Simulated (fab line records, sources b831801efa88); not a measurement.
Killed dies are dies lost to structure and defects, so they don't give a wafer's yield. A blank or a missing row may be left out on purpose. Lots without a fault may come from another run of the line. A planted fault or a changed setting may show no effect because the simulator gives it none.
fab line records | flow sky130
record lots=11 wafers=31 last_day=50
route steps=708 shown VIA1@482 VIA2@507 PAD_OPEN@708
lots that met no fault: from a run of the same line without faults
start_h: hours from the record's first day to the start of the lot's first wafer shown | wait_h: hours since the lot's step before | " the same as in the row above | L1.1+2: a row that stands for several wafers | - no value, or no start given | * or withheld: withheld | < > ~ a bound
route shown NAME@n: a module of which the file shows steps, and the number in the route of the first | usual: mean/standard deviation of fault-free wafers | same: alike in all rows | chamber/n: place in a boat | sites: the reading at each site | _std_site: their standard deviation | _edge_site: outer sites' mean less inner sites' | radius_mm: how far each site lies from the wafer's centre | mask NAME#n: copy n | behind: the tool/chamber that last shaped the wafer | hold: why the lot was held/for how many hours/how that ended | device: the transistor (n, p or np) that didn't switch | end of line: the same wafers' tests at the end of the route | a step without rows: its recipe alone | killed: dies lost to structure and defects at the first sort, not the wafer's yield | map: a wafer's dies, x killed, . not, _ none there
set.NAME: the setting as run; set.NAME@STEP: as run at that earlier step | model.NAME: the simulator's own value behind a step, which no gauge read
steps of the route over a sample of lots; a table a step, a row a wafer
services: from which hour (start_h, from the record's first day; less than 0 if before it) a tool's chamber was out of use, for how many hours, and why
## steps
# step SKY_VIA1_CMP_24
# recipe stop_on=SiO2 t_overpolish_s=15 down_force_psi=3.5 platen_rpm=60 target_thk_nm=0 pad_velocity_m_s=0.94248
# usual motor_current_A=11.8/0.75 overpolish_run_s=15.001/0.0093 time_to_endpoint_s=66/3.4
# same t_overpolish_s=15
# columns lot.wafer tool chamber start_h wait_h motor_current_A overpolish_run_s time_to_endpoint_s
L471.4 cmp-01 3 809.82 0.0 11.4 14.999 62
L471.2 " 0 " " 11.4 14.973 65
L472.2 cmp-01 3 816.70 0.1 11.4 15.002 62
L472.6 " 2 " " 12.6 14.998 65
L473.2 cmp-02 3 818.64 0.0 10.9 15.008 60
L473.4 " 1 " " 11.4 15.005 70
L473.5 " 0 " " 11.7 14.992 65
L480.3 cmp-02 0 874.95 0.0 11.9 15.001 67
L480.2 " 1 " " 11.6 14.997 68
L480.1 " 3 " " 10.8 15.014 59
L481.1 cmp-02 3 900.98 0.1 11.0 15.010 62
L481.3 " 0 " " 12.3 14.989 66
L481.5 " 1 " " 12.0 14.999 70
L482.4 cmp-02 3 930.84 0.0 11.1 15.023 67
L482.3 " 0 " " 12.0 15.011 69
L482.6 " 3 " " 10.1 15.000 67
L484.1 cmp-01 3 939.74 0.1 11.4 14.991 61
L484.3 " 0 " " 11.5 15.003 63
L484.2 " 1 " " 11.3 15.004 67
L485.1 cmp-02 3 940.01 0.1 11.0 15.017 65
L485.6 " 3 " " 11.3 15.007 61
L485.5 " 0 " " 12.3 15.014 69
L486.2 cmp-02 3 948.54 0.1 10.9 15.021 64
L486.4 " 0 " " 12.3 14.998 69
L486.3 " 1 " " 11.3 15.006 69
L488.1 cmp-02 1 970.61 0.1 11.3 14.995 78
L488.2 " 2 " " 13.0 15.006 66
L488.3 " 3 " " 10.5 14.991 66
L491.3 cmp-02 3 973.00 0.0 11.2 15.013 67
L491.1 " 1 " " 11.5 15.013 70
L491.6 " 3 " " 11.1 15.003 65
# step SKY_VIA2_HDPCVD_00
# recipe material=SiO2 target_thk_nm=1180 sigma_open_frac=0.3 time_s=196.7 temp_c=400 sih4_flow_sccm=60 pressure_mtorr=6
# usual susceptor_temp_C=400.04/0.24
# columns lot.wafer tool chamber start_h wait_h susceptor_temp_C
L471.2 hdpcvd-02 1 837.05 0.0 400.18
L471.4 " 2 " " 400.07
L472.2 hdpcvd-02 2 844.22 0.0 400.22
L472.6 " 2 " " 400.13
L473.2 hdpcvd-01 1 846.26 0.0 399.98
L473.4 " 2 " " 400.45
L473.5 " 0 " " 400.30
L480.1 hdpcvd-01 2 903.07 0.0 400.20
L480.2 " 1 " " 399.86
L480.3 " 0 " " 399.92
L481.1 hdpcvd-01 0 927.57 0.0 399.87
L481.3 " 1 " " 399.79
L481.5 " 2 " " 400.06
L482.3 hdpcvd-01 0 957.11 0.0 399.97
L482.4 " 2 " " 399.40
L482.6 " 0 " " 400.34
L484.1 hdpcvd-02 0 965.93 0.0 400.42
L484.2 " 1 " " 399.92
L484.3 " 2 " " 399.26
L485.1 hdpcvd-02 1 966.28 0.0 400.15
L485.5 " 1 " " 400.09
L485.6 " 2 " " 400.32
L486.2 hdpcvd-01 2 976.52 0.0 400.11
L486.3 " 1 " " 400.55
L486.4 " 2 " " 400.16
L488.1 hdpcvd-01 2 995.89 0.0 399.90
L488.2 " 0 " " 400.26
L488.3 " 1 " " 400.12
L491.1 hdpcvd-01 2 997.91 0.0 400.18
L491.3 " 0 " " 400.20
L491.6 " 1 " " 400.02
# step SKY_VIA2_THK_MEAS_01
# recipe reads=SiO2_of_VIA2_HDPCVD_00
# usual VIA2_HDPCVD_THK=1182/10
# columns lot.wafer tool chamber start_h wait_h hold VIA2_HDPCVD_THK[nm]
L471.2 film_metro-03 - 837.19 0.1 await_dispo/0.2h/release 903
L471.4 " - " " await_dispo/0.2h/release 1175
L471.2 film_metro-03 - 837.41 0.2 - 904
L471.4 " - " " - 1176
L472.2 film_metro-03 - 844.35 0.1 await_dispo/0.2h/release 884
L472.6 " - " " await_dispo/0.2h/release 888
L472.2 film_metro-03 - 844.60 0.2 - 884
L472.6 " - " " - 888
L473.2 film_metro-04 - 846.40 0.1 - 1193
L473.4 " - " " - 1186
L473.5 " - " " - 1191
L480.1 film_metro-04 - 903.20 0.1 - 1173
L480.2 " - " " - 1182
L480.3 " - " " - 1173
L481.1 film_metro-04 - 927.70 0.1 - 1189
L481.3 " - " " - 1193
L481.5 " - " " - 1189
L482.3 film_metro-04 - 957.26 0.1 - 1192
L482.4 " - " " - 1192
L482.6 " - " " - 1195
L484.1 film_metro-03 - 966.05 0.1 - 1178
L484.2 " - " " - 1191
L484.3 " - " " - 1191
L485.1 film_metro-04 - 966.40 0.1 - 1195
L485.5 " - " " - 1182
L485.6 " - " " - 1195
L486.2 film_metro-04 - 976.65 0.1 - 1193
L486.3 " - " " - 1197
L486.4 " - " " - 1179
L488.1 film_metro-03 - 996.01 0.1 - 1179
L488.2 " - " " - 1204
L488.3 " - " " - 1182
L491.1 film_metro-02 - 998.03 0.1 - 1190
L491.3 " - " " - 1194
L491.6 " - " " - 1198
# step SKY_VIA2_BOW_MEAS_03
# recipe mode=bow
# usual VIA2_BOW=84/7.7
# columns lot.wafer tool chamber start_h wait_h VIA2_BOW[um]
L471.2 film_metro-03 - 841.06 0.2 78
L471.4 " - " " 88
L473.2 film_metro-03 - 846.77 0.2 86
L473.4 " - " " 80
L473.5 " - " " 81
L472.2 film_metro-04 - 851.05 0.3 86
L472.6 " - " " 84
L480.1 film_metro-04 - 903.56 0.2 85
L480.2 " - " " 71
L480.3 " - " " 84
L481.1 film_metro-02 - 928.06 0.1 91
L481.3 " - " " 84
L481.5 " - " " 84
L482.3 film_metro-04 - 957.64 0.1 94
L482.4 " - " " 83
L482.6 " - " " 78
L484.1 film_metro-03 - 966.41 0.2 96
L484.2 " - " " 87
L484.3 " - " " 95
L485.1 film_metro-04 - 966.76 0.1 98
L485.5 " - " " 98
L485.6 " - " " 97
L486.2 film_metro-03 - 977.02 0.1 85
L486.3 " - " " 82
L486.4 " - " " 79
L488.1 film_metro-04 - 996.37 0.2 88
L488.2 " - " " 87
L488.3 " - " " 96
L491.1 film_metro-03 - 998.39 0.2 68
L491.3 " - " " 80
L491.6 " - " " 76
# step SKY_VIA2_STRIP_16
# recipe chemistry=O2/N2 power_w=1400 pressure_mtorr=1500 platen_temp_c=withheld o2_flow_sccm=3000 n2_flow_sccm=300 overash_fraction=0.5
# usual drypump_motor_current_A=5.77/0.26 oes_product_au=0.399/0.0045 strip_time_to_endpoint_s=4.052/0.028
# columns lot.wafer tool chamber start_h wait_h drypump_motor_current_A oes_product_au rf_hours_counter_h strip_time_to_endpoint_s
L471.2 plasma_asher-02 0 863.94 0.0 5.96 0.410 104 4.077
L471.4 " 0 " " 5.92 0.397 - 4.048
L472.2 plasma_asher-03 1 871.20 0.0 5.55 0.405 72 4.059
L472.6 " 0 " " 5.18 0.397 - 4.105
L473.2 plasma_asher-02 1 873.44 0.0 6.09 0.400 105 4.084
L473.4 " 0 " " 5.96 0.396 - 4.062
L473.5 " 0 " " 5.96 0.403 - 4.100
L480.1 plasma_asher-02 1 929.10 0.0 6.10 0.398 110 4.065
L480.2 " 0 " " 5.97 0.396 110 4.055
L480.3 " 1 " " 6.06 0.399 - 4.058
L481.1 plasma_asher-04 0 952.95 0.0 5.78 0.390 52 4.042
L481.3 " 0 " " 5.78 0.397 - 4.096
L481.5 " 1 " " 5.71 0.398 - 4.033
L482.3 plasma_asher-04 0 983.48 0.1 5.78 0.404 - 4.057
L482.4 " 1 " " 5.68 0.404 - 4.064
L482.6 " 0 " " 5.78 0.400 - 4.027
L484.1 plasma_asher-02 0 990.30 0.0 6.00 0.400 115 4.042
L484.2 " 1 " " 6.09 0.398 115 4.020
L484.3 " 1 " " 6.08 0.403 - 4.075
L485.1 plasma_asher-02 1 991.70 0.0 6.09 0.399 115 4.055
L485.5 " 1 " " 6.06 0.404 - 4.074
L485.6 " 0 " " 5.96 0.395 - 4.078
L486.2 plasma_asher-04 0 1000.80 0.0 5.77 0.399 57 4.031
L486.3 " 1 " " 5.71 0.406 - 3.997
L486.4 " 0 " " 5.78 0.407 - 4.054
L488.1 plasma_asher-02 0 1018.75 0.0 5.97 0.398 117 4.060
L488.2 " 1 " " 6.09 0.406 117 4.089
L488.3 " 0 " " 5.97 0.399 - 4.088
L491.1 plasma_asher-02 1 1021.20 0.0 6.10 0.400 117 4.032
L491.3 " 0 " " 5.97 0.398 - 4.014
L491.6 " 1 " " 6.08 0.391 - 4.016
# step SKY_PAD_OPEN_PROBE_99
# usual defect_limited_yield=82.5/1.9 killed_at_M0_to_M3=44/7.3 killed_at_M4_up=3.2/1.8 killed_at_contacts=24/5.4 killed_at_front_end=16/4.4 killed_at_other=0.3/0.48 killed_dies=86/9.5 killed_open=47/7.7 killed_short=39/6.4 sort_bin_3_pad_short=0.9/0.41 sort_bin_5_function=10.4/1.5 sort_bin_6_memory=6.2/1.1 sort_n_pass=406/9.5 sort_yield_pct=82.5/1.9
# same gross_dies=492 killed_at_back_side=0 sort_bin_4_leakage[%]=0 sort_bin_8_speed[%]=0
# columns lot.wafer tool chamber start_h wait_h defect_limited_yield[%] killed_at_M0_to_M3 killed_at_M4_up killed_at_contacts killed_at_front_end killed_at_other killed_dies killed_open killed_short sort_bin_3_pad_short[%] sort_bin_5_function[%] sort_bin_6_memory[%] sort_n_pass sort_yield_pct[%]
L471.2 prober-01 - 1085.64 0.1 82.3 46 2 22 17 0 87 37 50 1.0 9.6 7.1 405 82.3
L480.1 prober-02 - 1139.94 0.1 82.1 39 4 31 14 0 88 61 27 0.6 10.6 6.7 404 82.1
L480.2 prober-02 - 1139.99 0.1 82.3 36 4 32 15 0 87 43 44 1.6 11.2 4.9 405 82.3
L480.3 prober-02 - 1140.04 0.2 84.1 35 2 29 11 1 78 44 34 1.0 10.0 4.9 414 84.1
L482.3 prober-02 - 1178.71 0.2 87.0 34 3 17 9 1 64 21 43 0.6 7.1 5.3 428 87.0
L482.4 prober-02 - 1178.76 0.2 82.1 39 4 18 25 2 88 44 44 1.0 11.0 5.9 404 82.1
L482.6 prober-02 - 1178.86 0.2 82.5 45 3 19 19 0 86 34 52 0.6 10.2 6.7 406 82.5
# killed by level:class
L471.2 VIA1:geometric_particle:open=9 CONTACT:geometric_particle:short=8 METAL1:geometric_particle:short=7 VIA1:geometric_particle:short=7 CONTACT:geometric_particle:open=6 METAL2:geometric_particle:short=5 VIA2:geometric_particle:open=5 POLY_CUT:geometric_particle:short=4
L480.1 CONTACT:geometric_particle:open=14 VIA2:geometric_particle:open=11 VIA1:geometric_particle:open=8 VIA3:geometric_particle:open=7 POLY_GATE:geometric_particle:open=6 LI_CONTACT:geometric_particle:open=6 METAL1:geometric_particle:short=4 METAL2:geometric_particle:short=4
L480.2 VIA1:geometric_particle:open=11 CONTACT:geometric_particle:open=11 LOCAL_INTERCONNECT:geometric_particle:short=9 VIA1:geometric_particle:short=6 CONTACT:geometric_particle:short=5 METAL2:geometric_particle:short=5 POLY_GATE:geometric_particle:short=4 POLY_GATE:geometric_particle:open=4
L480.3 CONTACT:geometric_particle:open=11 LI_CONTACT:geometric_particle:open=8 VIA2:geometric_particle:open=7 VIA3:geometric_particle:open=7 POLY_GATE:geometric_particle:open=4 LI_CONTACT:geometric_particle:short=4 VIA1:geometric_particle:open=4 METAL2:geometric_particle:short=4
L482.3 METAL1:geometric_particle:short=10 LOCAL_INTERCONNECT:geometric_particle:short=7 VIA1:geometric_particle:open=6 VIA1:geometric_particle:short=5 LI_CONTACT:geometric_particle:open=4 POLY_GATE:geometric_particle:short=3 METAL2:geometric_particle:short=3 VIA3:geometric_particle:short=3
L482.4 VIA1:geometric_particle:open=9 POLY_GATE:geometric_particle:short=7 FIELD_ISO:geometric_particle:open=6 CONTACT:geometric_particle:open=6 VIA3:geometric_particle:open=6 LI_CONTACT:geometric_particle:open=5 METAL2:geometric_particle:short=5 VIA1:geometric_particle:short=5
L482.6 METAL1:geometric_particle:short=10 VIA1:geometric_particle:open=9 VIA1:geometric_particle:short=7 FIELD_ISO:geometric_particle:short=6 CONTACT:geometric_particle:short=5 LI_CONTACT:geometric_particle:open=5 CONTACT:geometric_particle:open=5 METAL2:geometric_particle:short=5
## services
# columns tool chamber start_h hours kind
plasma_asher-03 - 826.88 6.9 repair
cmp-01 - 840.13 5.9 pm
plasma_asher-02 - 856.33 5.3 repair
hdpcvd-01 - 876.84 6.0 pm
plasma_asher-02 - 882.39 11.8 repair
cmp-01 - 887.32 1.3 repair
plasma_asher-02 - 892.43 0.4 repair
cmp-01 - 892.62 13.6 pm
hdpcvd-02 - 901.46 2.8 pm
cmp-02 - 906.44 1.8 repair
cmp-01 - 913.40 4.0 pm
cmp-02 - 918.30 0.5 repair
cmp-01 - 944.64 1.3 repair
cmp-02 - 946.01 2.4 repair
plasma_asher-04 - 947.46 2.5 repair
hdpcvd-02 - 950.25 15.0 pm
hdpcvd-02 0 950.25 15.0 vent_cycle
hdpcvd-02 1 950.25 15.0 vent_cycle
cmp-02 - 954.34 1.3 repair
cmp-01 - 970.09 0.9 repair
hdpcvd-02 - 975.17 5.5 pm
plasma_asher-02 - 975.35 14.6 pm
plasma_asher-02 - 1000.55 2.4 repair
plasma_asher-04 - 1020.83 0.8 repair
## key
first_sign step=SKY_VIA2_THK_MEAS_01 reading=visit direction=added
effect step=SKY_VIA2_THK_MEAS_01 reading=VIA2_HDPCVD_THK direction=down sigmas=29 usual=1182 struck=892
met_at SKY_VIA2_HDPCVD_00
struck_lots L471,L472
struck_wafers L471.2,L472.2,L472.6
not_acting_at SKY_VIA1_CMP_24,SKY_VIA2_BOW_MEAS_03,SKY_VIA2_STRIP_16
fault kind=process_parameter_drift tool=hdpcvd-02 chamber=- onset_h=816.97 steps=SKY_VIA2_HDPCVD_00 channel=target_thk_nm offset=-287.12 shape=step end_h=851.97 scope=struck_wafers_only acts_in=these_recipes_only stated=1180
